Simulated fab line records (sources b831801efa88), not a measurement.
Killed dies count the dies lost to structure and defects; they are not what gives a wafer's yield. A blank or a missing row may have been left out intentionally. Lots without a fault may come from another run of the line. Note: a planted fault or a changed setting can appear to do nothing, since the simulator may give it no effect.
Which tool was responsible? | flow sky130 | 11 lots, 33 wafers sampled, at 2 steps of a route of 708

## WHAT THE GAUGES SHOWED, per wafer
SKY_SD_N_RS_MEAS_16: a four-point-probe measurement.
lot  | measured     | on            | SD_N_RS (ohm/sq)
L503 | day 27 14:21 | film_metro-02 | 68.63 68.56 68.61
L505 | day 28 11:28 | film_metro-02 | 68.57 68.57 68.54
L507 | day 30 09:41 | film_metro-01 | 68.78 68.51 68.68
L508 | day 30 10:40 | film_metro-04 | 68.39 68.43 68.27
L510 | day 30 11:50 | film_metro-02 | 68.65 68.54 68.65
L511 | day 30 18:23 | film_metro-01 | 68.69 68.69 68.67
L512 | day 31 03:58 | film_metro-01 | 68.64 68.53 68.58
L521 | day 34 06:08 | film_metro-01 | 66.23 66.31 66.31
L523 | day 34 14:09 | film_metro-04 | 66.02 66.07 65.86
L524 | day 34 21:37 | film_metro-04 | 68.27 68.47 68.35
L525 | day 37 05:24 | film_metro-04 | 68.46 68.58 68.52

## WHAT TOOL EACH LOT RAN ON (gives the tool, then ch and the chambers of the sampled wafers, and finally the start)
lot  | SKY_SD_N_RTA_14
L503 | rtp_anneal-02 ch 0, day 27 14:10
L505 | rtp_anneal-02 ch 0, day 28 11:18
L507 | rtp_anneal-02 ch 0, day 30 09:30
L508 | rtp_anneal-01 ch 0, day 30 10:28
L510 | rtp_anneal-01 ch 0, day 30 11:39
L511 | rtp_anneal-02 ch 0, day 30 18:12
L512 | rtp_anneal-01 ch 0, day 31 03:47
L521 | rtp_anneal-02 ch 0, day 34 05:58
L523 | rtp_anneal-02 ch 0, day 34 13:59
L524 | rtp_anneal-01 ch 0, day 34 21:26
L525 | rtp_anneal-02 ch 0, day 37 05:14
- SKY_SD_N_RTA_14: time 2 s.

## THE ANSWER, worked out from the rows above alone
Rule: the usual values come from the lots themselves. The widest of any qualifying gaps counts: lots, ordered by their means at a reading, are off when they make up no more than a third of the lots, leave a main group of 4 or more, and stand apart from it by 3 or more times the standard deviation of that group's means. The tables above print the reading to a certain number of digits; a main group whose means all agree to those digits is not used. Also off: a lot with no number at a reading for which 4 or more lots have one. Where the step has rows for the other lots, those lots are counted as sound.
Off: L521, L523, seen at SKY_SD_N_RS_MEAS_16 (SD_N_RS). The main group has a mean of 68.55 ohm/sq with a standard deviation of 0.11.
If a tool, at a process step before that reading, ran all the lots that are off and no sound lot after the first of them, it fits. The gauges at SKY_SD_N_RS_MEAS_16 are tried like those tools. No candidate that was tried fits.

## WHAT WAS PUT IN BY THE SIMULATOR
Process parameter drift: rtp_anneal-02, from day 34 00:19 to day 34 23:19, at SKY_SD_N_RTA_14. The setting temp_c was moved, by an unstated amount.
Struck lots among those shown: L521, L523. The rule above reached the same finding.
